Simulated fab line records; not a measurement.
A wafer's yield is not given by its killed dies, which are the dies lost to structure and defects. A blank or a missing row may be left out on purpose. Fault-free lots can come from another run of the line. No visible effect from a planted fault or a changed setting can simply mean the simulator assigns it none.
Problem report, 8D (eight disciplines) form, completed by code :: flow gf180mcu :: the parts of the form that need people (team, actions taken, sign-off) are left out

## 1. WHAT IS WRONG
Mean NSD_RS at GF_PSD_RS_MEAS_14: 43.60 ohm/sq over 6 wafers in 2 lots; fault-free wafers: 46.14 ohm/sq, standard deviation 0.076. That puts it -33 standard deviations away from the usual mean.
The step: measures by four-point-probe.
First observed at day 19 03:59: wafer L579.1, on filmMetro-03. At this step, 36 wafers from 12 lots have a number in the record. Rule for "out" (also "out of limits"): further than 4 standard deviations from the usual mean. All remaining wafers that have a number are taken as sound.

## 2. WHAT IT IS, WHAT IT ISN'T
question: which readings at this step
is: NSD_RS
is not: -

question: which lots
is: L579, L582
is not: L566, L567, L568, L570, L571, L574, L575, L577, L578, L589

question: which wafers of those lots
is: all that have a number
is not: -

question: read on which gauges
is: filmMetro-01, filmMetro-03
is not: filmMetro-04

question: when
is: from day 19 03:59
is not: up to then (27 sound wafers); but 3 sound wafers of L589 came after

## 3. WHAT RULES OUT EACH SUSPECT
Counting: a tool at any process step up to the reading remains a suspect when it ran all the lots that are out and ran no sound lot after the first of those.
- the gauge at GF_PSD_RS_MEAS_14 is ruled out. The wafers that are out were read on 2 gauges (filmMetro-01, filmMetro-03).
- rtpAnneal-02 at GF_PSD_RTA_13 (time 20 s): ruled out as a lasting fault. Following L579 (day 19 03:55), the first lot on it that is out, the sound lots L589 were run on it.
Left after counting: nothing in the record.

## 4. THE CAUSE (what the simulator had put in)
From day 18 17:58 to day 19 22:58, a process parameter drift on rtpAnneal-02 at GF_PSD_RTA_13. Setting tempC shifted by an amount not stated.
It was ruled out by counting, in error; the rule expects a fault to strike all lots run on its tool from its start on, and this fault did not.

## 5. SEQUENCE OF EFFECTS, ordered by route
Each row: a reading where the mean over the struck wafers with a number is more than 3 standard deviations away from the usual. Only readings for which the record gives a usual standard deviation are gone through. hours: the time from each lot's start at the first step in this table that gives one to its start at this step, as a median over the lots. sigmas: the change in usual standard deviations.
hours: 0
step: GF_PSD_RS_MEAS_14
reading: NSD_RS
usual: 46.14 ohm/sq
on struck wafers: 43.60
change: -2.54
sigmas: -33

hours: 0
step: GF_PSD_RS_MEAS_15
reading: PSD_RS
usual: 108.5 ohm/sq
on struck wafers: 100.7
change: -7.8
sigmas: -25
Later steps that measure or inspect, where all struck wafers having a row at the step show a number for every such reading and not one has moved that far: GF_CONTACT_THK_MEAS_26.

## 6. HOW IT WOULD HAVE BEEN CAUGHT EARLIER
In this record the first reading out of limits at a measuring or inspecting step was taken at day 19 03:59, 10 hours after the fault began at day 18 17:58.
An alarm limit of 4 standard deviations would not have fired on the tool readings at GF_PSD_RTA_13 for which the record gives a usual standard deviation, since none of them was out on any struck wafer.
